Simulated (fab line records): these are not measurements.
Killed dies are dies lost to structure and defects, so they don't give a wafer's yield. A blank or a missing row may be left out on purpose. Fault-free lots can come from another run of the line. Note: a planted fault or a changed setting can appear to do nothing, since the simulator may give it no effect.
Comparing a struck lot with a sound one	flow gf180mcu	27 steps out of a route of 602
Sound: wafers L607.1, L607.5, L607.6. Wafers struck: L613.4, L613.5, L613.6. Last of all comes the cause.
Each step with rows lists, per side, the tool, then ch with its chambers, then its first start. Under that, the readings that differ: sound wafers	struck wafers	difference of the means	sigmas: that difference in standard deviations of wafers without a fault.
alike: readings with means less than 2 such deviations apart, plus words and numbers identical on both sides. not compared: withheld readings, readings lacking a value on some wafer, bounds such as >300 that could conceal the same value, and numbers that have no deviation in the record and whose values overlap.
A row with sigmas, a row that says differs or no value, or rows on one side alone: a step with any of these is where the two part. Non-overlapping numbers with no deviation appear without sigmas and do not part them. A reading that every wafer of one side lacks parts them only if that side has two wafers or more.

GF_NWELL_STRIP_10: strips in O2/N2.
  sound on plasma_asher-04 ch 0,1, day 4 06:49; struck on plasma_asher-04 ch 0,1, day 5 13:57
  alike: chamber_pressure_mTorr, drypump_motor_current_A, heater_power_w, oes_product_au, strip_time_to_endpoint_s
  not compared: rf_hours_counter_h
GF_NWELL_TW_MEAS_11:
  sound on film_metro-03, day 4 06:55; struck on film_metro-01, day 5 14:03
  alike: NWELL_TW
then, 7 steps without rows for these wafers: GF_LVPWELL_DEHYDRATE_00 (time 60 s); GF_LVPWELL_HMDS_01 (prime time 60 s); GF_LVPWELL_COAT_02 (resist thk 3000 nm); GF_LVPWELL_SOFTBAKE_03; GF_LVPWELL_EXPOSE_04 (exposes mask LVPWELL, target cd 600 nm); GF_LVPWELL_PEB_05; GF_LVPWELL_DEVELOP_06 (develop time 60 s).
GF_LVPWELL_OVL_MEAS_07:
  sound on overlay-01, day 4 20:10; struck on overlay-02, day 6 04:42
  alike: LVPWELL_OVL
then, 2 steps without rows for these wafers: GF_LVPWELL_IMPLANT_08; GF_LVPWELL_IMPLANT_09.
GF_LVPWELL_STRIP_10: strips in O2/N2.
  sound on plasma_asher-03 ch 0,1, day 4 20:31; struck on plasma_asher-01 ch 0,1, day 6 05:03
  no value came back on the struck wafers for any of 5 readings (chamber_pressure_mTorr (mTorr), drypump_motor_current_A (A) and others); on the sound wafers chamber_pressure_mTorr (mTorr) reads 1499.2 1501.5 1498.7
reading	sound	struck	difference	sigmas
model.coat_of_LVPWELL_COAT_02.thk_nm (nm)	0 0 0	3001 3008 3009	+3006	
  not compared: rf_hours_counter_h
GF_LVPWELL_TW_MEAS_11:
  sound on film_metro-03, day 4 20:37; struck on film_metro-03, day 6 05:09
  alike: LVPWELL_TW
then, 7 steps without rows for these wafers: GF_MVSD_DEHYDRATE_00 (time 60 s); GF_MVSD_HMDS_01 (prime time 60 s); GF_MVSD_COAT_02 (resist thk 3000 nm); GF_MVSD_SOFTBAKE_03; GF_MVSD_EXPOSE_04 (exposes mask MVSD, target cd 1000 nm); GF_MVSD_PEB_05; GF_MVSD_DEVELOP_06 (develop time 60 s).
GF_MVSD_OVL_MEAS_07:
  sound on overlay-02, day 5 11:02; struck on overlay-01, day 6 19:47
  alike: MVSD_OVL
then, 2 steps without rows for these wafers: GF_MVSD_IMPLANT_08; GF_MVSD_IMPLANT_09.
GF_MVSD_STRIP_10: strips in O2/N2.
  sound on plasma_asher-02 ch 0,1, day 5 11:22; struck on plasma_asher-02 ch 0,1, day 6 20:08
reading	sound	struck	difference	sigmas
oes_product_au (a.u.)	0.726 0.724 0.716	0.749 0.738 0.743	+0.021	+5
strip_time_to_endpoint_s (s)	36.80 36.91 36.99	81.31 81.31 81.37	+44.43	+99 or more
  alike: chamber_pressure_mTorr, drypump_motor_current_A, heater_power_w
  not compared: rf_hours_counter_h
GF_MVSD_TW_MEAS_11:
  sound on film_metro-03, day 5 11:28; struck on film_metro-03, day 6 20:14
reading	sound	struck	difference	sigmas
MVSD_TW	1615 1604 1620	31 31 31	-1582	-99
then, 1 step without rows for these wafers: GF_MVPSD_DEHYDRATE_00 (time 60 s).

== WHERE THEY PART ==
At GF_LVPWELL_STRIP_10 first; at GF_MVSD_TW_MEAS_11 last (within this record only).

WHY: whatever the simulator had introduced
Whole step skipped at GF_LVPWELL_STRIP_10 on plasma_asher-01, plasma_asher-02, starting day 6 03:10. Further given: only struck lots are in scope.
